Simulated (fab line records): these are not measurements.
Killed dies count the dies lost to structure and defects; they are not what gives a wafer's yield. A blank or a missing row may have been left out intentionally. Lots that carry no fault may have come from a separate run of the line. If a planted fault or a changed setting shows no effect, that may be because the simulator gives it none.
8D (eight disciplines) problem report, filled in by code :: flow sfq_line :: the parts of the form that need people (team, actions taken, sign-off) are left out

## 1. THE PROBLEM
Mean of time_to_endpoint_s at SFQ_TRILAYER_I6_CMP_CMP_166: 117 s across 4 wafers in 3 lots; on wafers with no fault it is 216 s (standard deviation 6.7). Relative to the usual mean, that is a shift of -15 standard deviations.
The step: polishes SiO2.
First observed at day 76 21:01: wafer L807.3, on cmp-01. The record has a number at this step for 40 wafers belonging to 14 lots. Rule for "out", or "out of limits": more than 4 standard deviations from the usual mean. Any other wafer with a number is counted as sound.

## 2. WHAT THIS IS AND IS NOT
question: which readings at this step
is: time_to_endpoint_s
is not: motor_current_A

question: which lots
is: L807, L808, L809
is not: L798, L799, L800, L803, L813, L816, L817, L818, L819, L820, L821

question: which wafers of those lots
is: L807.3, L808.1, L809.1, L809.3
is not: L807.6, L808.4, L808.6

question: read on which tools
is: cmp-01
is not: cmp-02

question: when
is: from day 76 21:01
is not: up to then (12 sound wafers); but 24 sound wafers of L807, L808, L813, L816, L817, L818, L819, L820, L821 came after

## 3. THE SUSPECTS, EACH WITH WHAT RULES IT OUT
Counting: any tool at a process step up to the reading remains a suspect provided it ran every lot that is out. Sound lots after the first of them don't rule it out here, since some wafers of a struck lot are sound.
- cmp-01 at SFQ_TRILAYER_I6_CMP_CMP_166 (polishes SiO2): kept. Every lot that is out went through it, the first being L807 (day 76 21:01); the last sound lot it ran before that was L803 (day 76 07:27). Its own readings are out on those wafers: time_to_endpoint_s.
After counting, what remains is cmp-01 at SFQ_TRILAYER_I6_CMP_CMP_166.

## 4. THE CAUSE (what the simulator had put in)
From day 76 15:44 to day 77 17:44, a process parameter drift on cmp-01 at SFQ_TRILAYER_I6_CMP_CMP_166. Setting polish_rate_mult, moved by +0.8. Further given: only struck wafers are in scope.
Only this tool survived the counting.

## 5. THE CHAIN OF EFFECTS, in route order
Each row: a reading where the mean over the struck wafers with a number is more than 3 standard deviations away from the usual. Readings are gone through only where the record gives a usual standard deviation; hours: the median, over the lots, of the time from a lot's start at the first step in this table giving one to that lot's start at this step; sigmas: the change measured in usual standard deviations.
hours: 0
step: SFQ_TRILAYER_I6_CMP_CMP_166
reading: time_to_endpoint_s
usual: 216 s
on struck wafers: 117
change: -99
sigmas: -15
Here are the process steps it includes:
- SFQ_TRILAYER_I6_CMP_CMP_166: polishes SiO2.
Later steps that measure or inspect, where all struck wafers having a row at the step show a number for every such reading and not one has moved that far: SFQ_I6_BOW_MEAS_941.

## 6. HOW IT WOULD HAVE BEEN CAUGHT EARLIER
5 hours passed between the start of the fault at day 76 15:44 and the first reading out of limits in this record, taken at day 76 21:01.
